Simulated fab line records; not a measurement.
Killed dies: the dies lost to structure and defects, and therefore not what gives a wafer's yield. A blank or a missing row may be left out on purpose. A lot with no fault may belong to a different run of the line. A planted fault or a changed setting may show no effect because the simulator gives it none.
A single fault, viewed from 2 desks || flow gf180mcu || only its own numbers are on each desk; what lay behind them is given at the end

== DESK OF THE TOOL OWNER: litho-track-01 ==
The tool's own readings at GF_M5_DEVELOP_06 (develop time 60 s): means of the sampled wafers that have a number, for each lot that ran on this tool. If a lot's mean is further than 4 standard deviations from the usual mean, the lot is out of limits and carries the mark OUT (the distance appears in the brackets).
Columns: A = developer-temp-C at GF_M5_DEVELOP_06, usual 20.99 C; B = resist-line-temp-C at GF_M5_DEVELOP_06, usual 22.98 C
{"lot": "L206", "first seen here": "day 27 21:36", "A": 21.10, "B": 23.04}
{"lot": "L208", "first seen here": "day 28 06:33", "A": 21.05, "B": 23.09}
{"lot": "L207", "first seen here": "day 28 10:18", "A": 20.89, "B": 23.06}
{"lot": "L212", "first seen here": "day 29 12:54", "A": 20.81, "B": 22.86}
{"lot": "L216", "first seen here": "day 30 15:36", "A": "21.84 (+7.8) OUT", "B": 23.09}
{"lot": "L218", "first seen here": "day 31 03:45", "A": "21.76 (+7.0) OUT", "B": 22.84}
{"lot": "L219", "first seen here": "day 31 09:09", "A": "21.89 (+8.2) OUT", "B": 23.11}
Finding of this desk: L216, L218, L219 out of limits; the first was L216 at day 30 15:36, on developer-temp-C at GF_M5_DEVELOP_06. L206, L208, L207, L212 stayed within limits.

== AT THE METROLOGY DESK ==
Lot by lot, what the gauges showed, no matter which tool ran the lot: averages of those sampled wafers that carry a number. If a lot's mean is further than 4 standard deviations from the usual mean, the lot is out of limits and carries the mark OUT (the distance appears in the brackets).
Columns: A = V4_OVL at GF_V4_OVL_MEAS_15, usual 0 nm; B = cd-nm at GF_V5_CD_MEAS_14, usual 259.9 nm
{"lot": "L204", "first seen here": "day 25 05:22", "A": -3, "B": 258.4}
{"lot": "L206", "first seen here": "day 26 02:40", "A": -2, "B": 260.6}
{"lot": "L208", "first seen here": "day 26 12:37", "A": -1, "B": 261.2}
{"lot": "L207", "first seen here": "day 26 15:53", "A": -1, "B": 262.1}
{"lot": "L210", "first seen here": "day 27 06:22", "A": -1, "B": 262.3}
{"lot": "L211", "first seen here": "day 27 16:52", "A": -2, "B": 257.8}
{"lot": "L212", "first seen here": "day 27 20:40", "A": -3, "B": 258.9}
{"lot": "L216", "first seen here": "day 28 23:45", "A": 5, "B": 261.0}
{"lot": "L218", "first seen here": "day 29 13:09", "A": -0, "B": 259.8}
{"lot": "L219", "first seen here": "day 29 19:49", "A": 2, "B": 259.0}
{"lot": "L220", "first seen here": "day 30 03:43", "A": 0, "B": 258.1}
{"lot": "L221", "first seen here": "day 30 08:38", "A": 1, "B": 259.1}
{"lot": "L223", "first seen here": "day 30 20:37", "A": 8, "B": 259.6}
{"lot": "L224", "first seen here": "day 31 01:58", "A": 1, "B": 262.8}
This desk found nothing out of limits on any of the 14 lots.

== TAKEN TOGETHER ==
An alarm could have come from the tool owner's desk at day 30 15:36, on L216, L218, L219.
The metrology desk saw nothing out of limits.
The metrology desk holds a record of L216, L218, L219, inside its limits.
Every lot named ran GF_M5_DEVELOP_06 on litho-track-01.

== WHAT THE SIMULATOR HAD PUT IN ==
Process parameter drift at GF_M5_DEVELOP_06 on litho-track-01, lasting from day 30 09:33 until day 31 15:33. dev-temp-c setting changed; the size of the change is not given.
Shown lots that were struck: L216, L218, L219.
Delay in hours, fault start to first out-of-limits reading, by desk: the tool owner's desk at 6.
